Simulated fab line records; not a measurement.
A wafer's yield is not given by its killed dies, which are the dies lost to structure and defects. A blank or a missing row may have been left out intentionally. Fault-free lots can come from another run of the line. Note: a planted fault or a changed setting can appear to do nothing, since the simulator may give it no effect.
Comparing a struck lot with a sound one :: flow sky130 :: 36 steps out of a route of 708
Sound: these wafers, L459.2, L459.4, L459.5. Struck: wafer L448.1 (L448.3, L448.6, from the same lot, were not struck and are left out); the cause is given at the end.
Order at every step that has rows: each side's tool, ch and its chambers, its first start. Under that, the readings that differ: sound wafers :: struck wafers :: difference of the means :: sigmas: that difference in standard deviations of wafers without a fault.
alike: readings whose means differ by less than 2 such deviations, and words and numbers that are the same on both sides. not compared: withheld readings, readings that some wafer has no value for, bounds like >300 that may hide the same value, and numbers for which the record gives no deviation and whose values overlap.
Wherever a step has rows on one side only, a row that says differs or no value, or a row with sigmas, the two part there. Numbers that don't overlap but have no deviation are shown without sigmas and don't part them. A reading that every wafer of one side lacks parts them only if that side has two wafers or more.

first, 9 steps without rows for these wafers: SKY_VIA4_PEB_09; SKY_VIA4_DEVELOP_10 (develop time 60 s); SKY_VIA4_ETCH_12 (etches SiO2 in C4F8/O2/Ar, stops on TiN, target depth 580 nm); SKY_VIA4_STRIP_13 (strips in O2/N2); SKY_VIA4_STRIP_14 (strips in post etch residue remover, time 1200 s); SKY_VIA4_CLEAN_15 (cleans in IPA, time 180 s); SKY_VIA4_CLEAN_16 (cleans in O3/DIW); SKY_VIA4_SPUTTER_17 (material TiN, target thk 20 nm, time 80 s); SKY_VIA4_CVD_18 (deposits W, target thk 505 nm, time 152.14 s).
SKY_VIA4_CMP_21: polishes, stops on SiO2, t overpolish 25 s, target thk 0 nm.
  sound on cmp-02 ch 0,3, day 48 21:30; struck on cmp-02 ch 1, day 45 20:59
  alike: motor_current_A, overpolish_run_s, retaining_ring_pressure_frac, slurry_filter_dp_kPa, time_to_endpoint_s
then, 25 steps without rows for these wafers: SKY_METAL5_SPUTTER_00 (material Ti, target thk 15 nm, time 10 s); SKY_METAL5_SPUTTER_01 (material TiN, target thk 20 nm, time 16.7 s); SKY_METAL5_SPUTTER_02 (material AlCu, target thk 1150 nm, time 61.2 s); SKY_METAL5_SPUTTER_03 (material Ti, target thk 5 nm, time 3.3 s); SKY_METAL5_SPUTTER_04 (material TiN, target thk 70 nm, time 58.3 s); SKY_METAL5_DEHYDRATE_07 (time 60 s); SKY_METAL5_HMDS_08 (prime time 60 s); SKY_METAL5_COAT_09 (resist thk 1800 nm); SKY_METAL5_SOFTBAKE_10 (time 60 s); SKY_METAL5_EXPOSE_11 (exposes mask MM5, target cd 1600 nm); SKY_METAL5_PEB_12; SKY_METAL5_DEVELOP_13 (develop time 60 s); SKY_METAL5_DESCUM_14 (chemistry O2, time 11 s); SKY_METAL5_METAL_ETCH_15 (etches the open film in Cl2/BCl3, stops on SiO2, target depth 1260 nm, time 252 s); SKY_METAL5_STRIP_16 (strips in O2/N2); SKY_METAL5_STRIP_17 (strips in post etch residue remover, time 1200 s); SKY_METAL5_CLEAN_18 (cleans in IPA, time 180 s); SKY_METAL5_CLEAN_19 (cleans in O3/DIW); SKY_PASSIVATION_CVD_00 (deposits SiO2, target thk 90 nm); SKY_PASSIVATION_CVD_02 (deposits Si3N4, target thk 540 nm); SKY_PASSIVATION_DEHYDRATE_04 (time 60 s); SKY_PASSIVATION_HMDS_05 (prime time 60 s); SKY_PASSIVATION_COAT_06 (resist thk 3000 nm); SKY_PASSIVATION_SOFTBAKE_07; SKY_PASSIVATION_EXPOSE_08 (exposes mask NSM, target cd 3000 nm).
-- the record jumps here: 3 days lie between the struck wafers' starts before and after (it left off in module PASSIVATION and takes up again in module PAD_OPEN, whose first step shown is number 708 of the route) --
SKY_PAD_OPEN_PROBE_99:
  sound on prober-01, day 51 04:35; struck on prober-01, day 48 13:40
reading: defect_limited_yield (%)
sound: 87.0 81.3 85.6
struck: 63.2
difference: -21.4
sigmas: -11

reading: killed_at_M4_up
sound: 2 5 4
struck: 112
difference: +108
sigmas: +54

reading: killed_at_contacts
sound: 18 21 24
struck: 32
difference: +11
sigmas: +2

reading: killed_dies
sound: 64 92 71
struck: 181
difference: +105
sigmas: +11

reading: killed_on_rim
sound: 12 16 17
struck: 32
difference: +17
sigmas: +4

reading: sort_bin_3_pad_short (%)
sound: 1.2 1.0 1.2
struck: 2.2
difference: +1.1
sigmas: +2

reading: sort_bin_5_function (%)
sound: 7.1 11.2 9.1
struck: 22.4
difference: +13.3
sigmas: +8

reading: sort_bin_6_memory (%)
sound: 4.7 6.5 4.1
struck: 12.2
difference: +7.1
sigmas: +7

reading: sort_n_pass
sound: 428 400 421
struck: 311
difference: -105
sigmas: -11

reading: sort_yield_pct (%)
sound: 87.0 81.3 85.6
struck: 63.2
difference: -21.4
sigmas: -11

reading: model.etest.tester.sort_n_pass
sound: 428 400 421
struck: 311
difference: -105
sigmas: 

reading: model.etest.tester.sort_yield_pct (%)
sound: 86.99 81.3 85.57
struck: 63.21
difference: -21.41
sigmas: 

reading: model.etest.tester.sort_bin_5_pct (%)
sound: 7.114 11.18 9.146
struck: 22.36
difference: +13.21
sigmas: 

reading: model.etest.tester.sort_bin_6_pct (%)
sound: 4.675 6.504 4.065
struck: 12.2
difference: +7.1
sigmas: 

reading: model.etest.tester.sort_bin_3_pct (%)
sound: 1.22 1.016 1.22
struck: 2.236
difference: +1.084
sigmas: 
  alike: killed_at_M0_to_M3, killed_at_front_end, killed_at_other, killed_open, killed_short

== WHERE THEY PART ==
SKY_PAD_OPEN_PROBE_99 only, going by this record.

WHY: the cause the simulator had injected
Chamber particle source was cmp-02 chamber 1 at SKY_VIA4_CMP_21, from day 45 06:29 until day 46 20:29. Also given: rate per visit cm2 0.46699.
